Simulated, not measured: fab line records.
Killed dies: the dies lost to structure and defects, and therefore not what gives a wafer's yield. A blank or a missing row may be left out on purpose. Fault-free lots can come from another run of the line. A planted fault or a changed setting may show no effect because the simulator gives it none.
Code-filled problem report in 8D (eight disciplines) form :: flow sky130 :: the parts of the form that need people (team, actions taken, sign-off) are left out

1. WHAT WENT WRONG
At SKY_SONOS_TUNNEL_CD_MEAS_07, cdNm averages 366.6 nm over 6 wafers from 2 lots, while fault-free wafers read 409.6 nm, standard deviation 2.4. Measured from the usual mean, that is -18 standard deviations.
The step: target cd 410 nm.
Seen first at day 13 18:28 on cdSem-01, wafer L913.3. Wafers with a number at this step in the record: 39, from 13 lots. Rule for "out", or "out of limits": more than 4 standard deviations from the usual mean. The other wafers with a number count as sound.

2. WHAT IT IS, AND WHAT IT ISN'T
question: which readings at this step
is: cdNm
is not: -

question: which lots
is: L913, L916
is not: L906, L909, L910, L911, L920, L923, L924, L925, L926, L927, L928

question: which wafers of those lots
is: all that have a number
is not: -

question: read on which gauges
is: cdSem-01
is not: cdSem-02

question: when
is: from day 13 18:28
is not: up to then (12 sound wafers); but 21 sound wafers of L920, L923, L924, L925, L926, L927, L928 came after

3. WHAT RULES OUT EACH SUSPECT
Counting: a tool at any process step up to the reading remains a suspect when it ran all the lots that are out and ran no sound lot after the first of those.
- the gauge at SKY_SONOS_TUNNEL_CD_MEAS_07: kept. All the wafers that are out were read on cdSem-01, and no step on other tools shows them out.
- plasmaAsher-02 at SKY_VT_ADJUST_LVTN_STRIP_20 (strips in O2/N2): ruled out as a lasting fault. Sound lots L920, L925, L927 ran on it after its first lot that is out, L913 (day 9 20:48).
- lithoTrack-02 at SKY_SONOS_TUNNEL_DEVELOP_06 (develop time 60 s): ruled out as a lasting fault. Sound lots L925, L927 ran on it after its first lot that is out, L913 (day 13 18:20).
Left after counting: cdSem-01 at SKY_SONOS_TUNNEL_CD_MEAS_07.

4. THE CAUSE (what the simulator had put in)
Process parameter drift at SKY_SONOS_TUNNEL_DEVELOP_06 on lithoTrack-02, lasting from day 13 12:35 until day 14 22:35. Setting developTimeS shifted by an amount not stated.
It was ruled out by counting, in error; the rule expects a fault to strike all lots run on its tool from its start on, and this fault did not.

5. THE EFFECT CHAIN, in route order
One row per reading whose mean, taken over the struck wafers that have a number, lies over 3 standard deviations from the usual. Only readings for which the record gives a usual standard deviation are gone through. hours: the time from each lot's start at the first step in this table that gives one to its start at this step, as a median over the lots. sigmas: the change in usual standard deviations.
hours: 0
step: SKY_SONOS_TUNNEL_CD_MEAS_07
reading: cdNm
usual: 409.6 nm
on struck wafers: 366.6
change: -43.0
sigmas: -18

6. HOW IT WOULD HAVE BEEN CAUGHT EARLIER
The first out-of-limits reading at a measuring or inspecting step in this record came at day 13 18:28, 6 hours after the fault's start at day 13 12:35.
